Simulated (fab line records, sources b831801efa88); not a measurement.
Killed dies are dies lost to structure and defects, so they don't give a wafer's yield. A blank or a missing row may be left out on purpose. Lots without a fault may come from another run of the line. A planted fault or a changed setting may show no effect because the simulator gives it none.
One fault seen from 2 desks | flow sky130 | each desk has only its own numbers; what lay behind them comes last

THE TOOL OWNER'S DESK: rie_metal-02
The tool's own readings at SKY_METAL1_METAL_ETCH_19 (etches the open film in Cl2/BCl3, stops on SiO2, target depth 360 nm, time 78 s): means of the sampled wafers that have a number, for each lot that ran on this tool. A lot is out of limits, marked OUT, if its mean lies more than 4 standard deviations from the usual mean; the brackets give that distance.
Columns: A = drypump_motor_current_A at SKY_METAL1_METAL_ETCH_19, usual 6.1 A; B = oes_product_au at SKY_METAL1_METAL_ETCH_19, usual 0.855 a.u.; C = throttle_valve_pct at SKY_METAL1_METAL_ETCH_19, usual 22.265 %
lot  | first seen here | A   | B               | C
L573 | day 35 07:32    | 6.5 | 0.854           | 22.272
L578 | day 36 13:48    | 6.1 | 0.857           | 22.261
L580 | day 36 21:50    | 6.4 | 0.855           | 22.250
L582 | day 37 10:38    | 6.4 | 0.768 (-15) OUT | 22.267
L584 | day 38 07:14    | 6.2 | 0.769 (-15) OUT | 22.260
This desk's finding: out of limits on L582, L584; first on L582, day 37 10:38 (oes_product_au at SKY_METAL1_METAL_ETCH_19). In limits: L573, L578, L580.

THE METROLOGY DESK
What the gauges read, lot by lot, whatever tool the lot ran on: means of the sampled wafers that have a number. A lot is out of limits, marked OUT, if its mean lies more than 4 standard deviations from the usual mean; the brackets give that distance.
Columns: A = METAL1_ALCU_THK at SKY_METAL1_THK_MEAS_06, usual 251.3 nm
lot  | first seen here | A
L569 | day 32 09:46    | 250.6
L570 | day 33 01:21    | 253.0
L573 | day 34 04:00    | 253.7
L578 | day 35 10:28    | 252.5
L580 | day 35 20:17    | 247.7
L582 | day 36 09:43    | 252.0
L583 | day 36 23:05    | 254.7
L584 | day 37 06:05    | 250.3
L587 | day 38 08:34    | 250.8
L589 | day 38 20:11    | 249.2
This desk's finding: nothing out of limits on any of the 10 lots.

PUT TOGETHER
The tool owner's desk could have raised an alarm at day 37 10:38, on L582, L584.
The metrology desk saw nothing out of limits.
The metrology desk has L582, L584 on record, within its limits.
Of the lots named, all ran SKY_METAL1_METAL_ETCH_19 on rie_metal-02.

WHAT THE SIMULATOR HAD PUT IN
Process parameter drift: rie_metal-02, from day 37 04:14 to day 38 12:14, at SKY_METAL1_METAL_ETCH_19. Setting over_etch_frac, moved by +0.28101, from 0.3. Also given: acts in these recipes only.
Lots struck among those shown: L582, L584.
Hours from the fault's start to each desk's first reading out of limits: the tool owner's desk, 6.
